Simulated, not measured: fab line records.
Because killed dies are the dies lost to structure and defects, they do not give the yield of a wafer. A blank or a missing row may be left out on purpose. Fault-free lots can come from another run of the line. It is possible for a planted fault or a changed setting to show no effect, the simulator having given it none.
What tool caused it? -- flow sky130 -- Sampling: 12 lots, 36 wafers, 5 of 708 route steps

## WHAT EACH GAUGE READ, for each wafer
SKY_LI_CONTACT_CD_MEAS_12: the cd target is 170 nm.
lot,measured,on,cd_nm (nm)
L117,day 28 14:29,cd_sem-01,173.4 173.3 173.7
L118,day 29 05:17,cd_sem-01,170.0 170.3 170.1
L120,day 31 08:50,cd_sem-01,171.2 171.9 171.9
L121,day 31 10:00,cd_sem-02,169.3 170.6 170.0
L122,day 31 14:01,cd_sem-02,168.1 167.6 168.1
L126,day 32 02:17,cd_sem-02,171.5 172.1 172.2
L125,day 32 02:40,cd_sem-01,169.5 170.4 170.2
L127,day 32 08:11,cd_sem-02,169.5 168.6 169.2
L128,day 32 18:06,cd_sem-02,171.1 171.4 171.5
L132,day 34 01:59,cd_sem-02,169.9 169.2 169.0
L133,day 34 17:32,cd_sem-02,168.7 169.5 169.2
L135,day 35 05:10,cd_sem-02,169.7 169.7 170.2

SKY_CONTACT_THK_MEAS_03.
lot,measured,on,CONTACT_HDPCVD_THK (nm)
L117,day 29 20:20,film_metro-04,555 554 548
L118,day 30 11:38,film_metro-04,563 559 559
L120,day 32 14:11,film_metro-04,570 571 575
L121,day 32 16:23,film_metro-04,572 571 574
L122,day 32 20:24,film_metro-04,566 566 568
L126,day 33 08:58,film_metro-01,565 561 569
L125,day 33 09:10,film_metro-02,566 572 564
L127,day 33 12:55,film_metro-01,577 577 571
L128,day 33 22:38,film_metro-01,567 574 577
L132,day 35 07:05,film_metro-01,569 932 565
L133,day 35 22:26,film_metro-01,562 563 923
L135,day 36 09:52,film_metro-01,567 570 568

## WHAT TOOL EACH LOT RAN ON (gives the tool, then ch and the chambers of the sampled wafers, and finally the start)
lot,SKY_LI_CONTACT_SPUTTER_20,SKY_LI_CONTACT_CVD_21,SKY_CONTACT_HDPCVD_02
L117,"pvd_sputter-03, day 28 15:09","cvd_w-01 ch 0,1, day 28 15:13","hdpcvd-02 ch 0,1, day 29 20:16"
L118,"pvd_sputter-02, day 29 05:56","cvd_w-02 ch 0,1, day 29 06:00","hdpcvd-01 ch 0,2, day 30 11:34"
L120,"pvd_sputter-03, day 31 09:29","cvd_w-01 ch 0,1, day 31 09:32","hdpcvd-02 ch 1,2, day 32 14:06"
L121,"pvd_sputter-02, day 31 10:38","cvd_w-01 ch 0,1, day 31 10:42","hdpcvd-02 ch 1,2, day 32 16:19"
L122,"pvd_sputter-03, day 31 14:38","cvd_w-02 ch 0,1, day 31 14:44","hdpcvd-02 ch 1,2, day 32 20:19"
L126,"pvd_sputter-02, day 32 03:06","cvd_w-01 ch 0,1, day 32 03:10","hdpcvd-02 ch 0,1,2, day 33 08:53"
L125,"pvd_sputter-01, day 32 03:17","cvd_w-01 ch 0,1, day 32 03:23","hdpcvd-01 ch 0,2, day 33 09:05"
L127,"pvd_sputter-01, day 32 08:51","cvd_w-01 ch 0,1, day 32 08:55","hdpcvd-02 ch 0,1, day 33 12:50"
L128,"pvd_sputter-02, day 32 18:44","cvd_w-01 ch 0,1, day 32 18:48","hdpcvd-01 ch 0,1, day 33 22:34"
L132,"pvd_sputter-01, day 34 02:36","cvd_w-01 ch 0,1, day 34 02:42","hdpcvd-02 ch 0,1, day 35 07:00"
L133,"pvd_sputter-01, day 34 18:12","cvd_w-02 ch 0,1, day 34 18:16","hdpcvd-02 ch 0,1, day 35 22:22"
L135,"pvd_sputter-02, day 35 05:50","cvd_w-01 ch 0,1, day 35 05:55","hdpcvd-01 ch 0,1,2, day 36 09:47"
- SKY_LI_CONTACT_SPUTTER_20: material TiN, target thk 20 nm, time 80 s.
- SKY_LI_CONTACT_CVD_21: deposits W, target thk 400 nm, time 120.56 s.
- SKY_CONTACT_HDPCVD_02: deposits SiO2, target thk 565 nm, time 94.2 s.

## AS READ BY THE TOOLS THEMSELVES (means over the sampled wafers that have a number; for cases with no such wafer, the mark the record gives instead)
SKY_LI_CONTACT_SPUTTER_20.
lot,tool,throttle_valve_pct (%)
L117,pvd_sputter-03,29.1
L118,pvd_sputter-02,30.2
L120,pvd_sputter-03,29.7
L121,pvd_sputter-02,30.3
L122,pvd_sputter-03,28.9
L126,pvd_sputter-02,29.5
L125,pvd_sputter-01,29.8
L127,pvd_sputter-01,30.0
L128,pvd_sputter-02,30.5
L132,pvd_sputter-01,29.8
L133,pvd_sputter-01,29.2
L135,pvd_sputter-02,29.6

SKY_LI_CONTACT_CVD_21.
lot,tool,heater_power_w (W)
L117,cvd_w-01,826
L118,cvd_w-02,797
L120,cvd_w-01,811
L121,cvd_w-01,817
L122,cvd_w-02,812
L126,cvd_w-01,812
L125,cvd_w-01,887
L127,cvd_w-01,893
L128,cvd_w-01,810
L132,cvd_w-01,824
L133,cvd_w-02,859
L135,cvd_w-01,822

## THE ANSWER, worked out from the rows above alone
Rule: usual is defined by the lots themselves. Put in order of their means at a reading, lots are off if they are a third of the lots or fewer, leave a main group of 4 or more, and stand apart from it by a gap of 3 or more times the standard deviation of the main group's means; of several such gaps the widest counts. A main group is skipped when, at the precision printed for the reading in the tables above, its means are all equal. Also off: a lot with no number at a reading for which 4 or more lots have one. The other lots that the step has rows for count as sound. The gauges are gone through in route order, then the tools' own readings, and for those a lot's mean is taken as printed above. At the first step where some lot is off, the reading lying furthest off is the one used; lots without a number count as furthest.
Off: at SKY_CONTACT_THK_MEAS_03 (CONTACT_HDPCVD_THK), L132, L133. Mean 567 nm and standard deviation 6.4 in the main group.
A tool fits if, at a process step before that reading, it ran every lot that is off, and no sound lot after the first of them. Those tools and the gauges at SKY_CONTACT_THK_MEAS_03 are tried in the same way. 2 tools fit, pvd_sputter-01 at SKY_LI_CONTACT_SPUTTER_20 and hdpcvd-02 at SKY_CONTACT_HDPCVD_02, so this cannot tell which one it is.

## WHAT WAS PUT IN BY THE SIMULATOR
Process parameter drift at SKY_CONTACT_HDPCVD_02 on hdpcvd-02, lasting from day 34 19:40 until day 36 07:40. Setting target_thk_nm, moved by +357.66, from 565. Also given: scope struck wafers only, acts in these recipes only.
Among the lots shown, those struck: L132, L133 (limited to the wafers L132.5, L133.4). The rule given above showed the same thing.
